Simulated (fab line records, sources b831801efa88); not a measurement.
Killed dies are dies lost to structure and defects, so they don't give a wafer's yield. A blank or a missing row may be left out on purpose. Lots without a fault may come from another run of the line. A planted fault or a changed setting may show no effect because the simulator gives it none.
A struck lot beside a sound one | flow sky130 | 14 steps out of a route of 708
Sound: wafers L667.2, L667.3, L667.4. Struck: wafers L653.1, L653.2, L653.3. The cause comes at the end.
At each step with rows: each side's tool, then ch and its chambers, then its first start. Under that, the readings that differ: sound wafers | struck wafers | difference of the means | sigmas: that difference in standard deviations of wafers without a fault.
alike: readings whose means differ by less than 2 such deviations, and words and numbers that are the same on both sides. not compared: withheld readings, readings that some wafer has no value for, bounds like >300 that may hide the same value, and numbers for which the record gives no deviation and whose values overlap.
The two part at a step that has a row with sigmas, a row that says differs or no value, or rows on one side only. Numbers that don't overlap but have no deviation are shown without sigmas and don't part them. A reading that every wafer of one side lacks parts them only if that side has two wafers or more.

SKY_LI_CONTACT_RS_MEAS_22: measures by four-point-probe.
  sound on film_metro-03, day 35 08:11; struck on film_metro-01, day 30 21:25
  alike: LI_CONTACT_W_RS
SKY_LI_CONTACT_THK_MEAS_23: measures by xrf.
  sound on film_metro-03, day 35 08:17; struck on film_metro-01, day 30 21:32
  alike: LI_CONTACT_W_THK
SKY_LI_CONTACT_CMP_24: polishes, stops on PSG, t overpolish 20 s, target thk 0 nm.
  sound on cmp-02 ch 0,1,2, day 35 08:20; struck on cmp-02 ch 0,1,3, day 30 21:35
  alike: motor_current_A, overpolish_run_s, slurry_flow_ml_min, time_to_endpoint_s
SKY_LOCAL_INTERCONNECT_SPUTTER_00: material TiN, target thk 100 nm, time 83.3 s.
  sound on pvd_sputter-03, day 35 08:38; struck on pvd_sputter-02, day 30 21:53
  alike: substrate_temp_c, throttle_valve_pct
SKY_LOCAL_INTERCONNECT_RS_MEAS_01: measures by four-point-probe.
  sound on film_metro-04, day 35 08:43; struck on film_metro-02, day 30 21:57
  reading                            | sound             | struck            | difference | sigmas
  LOCAL_INTERCONNECT_TIN_RS (ohm/sq) | 14.07 14.02 13.97 | 14.12 14.50 14.63 | +0.40      | +2
SKY_LOCAL_INTERCONNECT_THK_MEAS_02: measures by xrf.
  sound on film_metro-04, day 35 08:50; struck on film_metro-02, day 30 22:04
  reading                         | sound             | struck         | difference | sigmas
  LOCAL_INTERCONNECT_TIN_THK (nm) | 100.0 100.4 100.9 | 98.7 96.4 95.5 | -3.6       | -3
then, 6 steps without rows for these wafers: SKY_LOCAL_INTERCONNECT_DEHYDRATE_03 (time 60 s); SKY_LOCAL_INTERCONNECT_HMDS_04 (prime time 60 s); SKY_LOCAL_INTERCONNECT_COAT_05 (resist thk 60 nm); SKY_LOCAL_INTERCONNECT_COAT_06 (resist thk 450 nm); SKY_LOCAL_INTERCONNECT_SOFTBAKE_07 (time 90 s); SKY_LOCAL_INTERCONNECT_EXPOSE_08 (exposes mask LI1M, target cd 170 nm).
SKY_LOCAL_INTERCONNECT_PEB_09:
  sound on litho_track-04 ch 0, day 36 10:00; struck on litho_track-04, day 32 00:00
  reading         | sound          | struck | difference                    | sigmas
  exhaust_pa (Pa) | 45.4 45.5 45.3 | - - -  | no value on the struck wafers |
  not compared: chill_plate_temp_C
then, 1 step without rows for these wafers: SKY_LOCAL_INTERCONNECT_DEVELOP_10 (develop time 60 s).

WHERE THEY PART
First at SKY_LOCAL_INTERCONNECT_RS_MEAS_01; last, within this record, at SKY_LOCAL_INTERCONNECT_PEB_09.

WHY: what the simulator had put in
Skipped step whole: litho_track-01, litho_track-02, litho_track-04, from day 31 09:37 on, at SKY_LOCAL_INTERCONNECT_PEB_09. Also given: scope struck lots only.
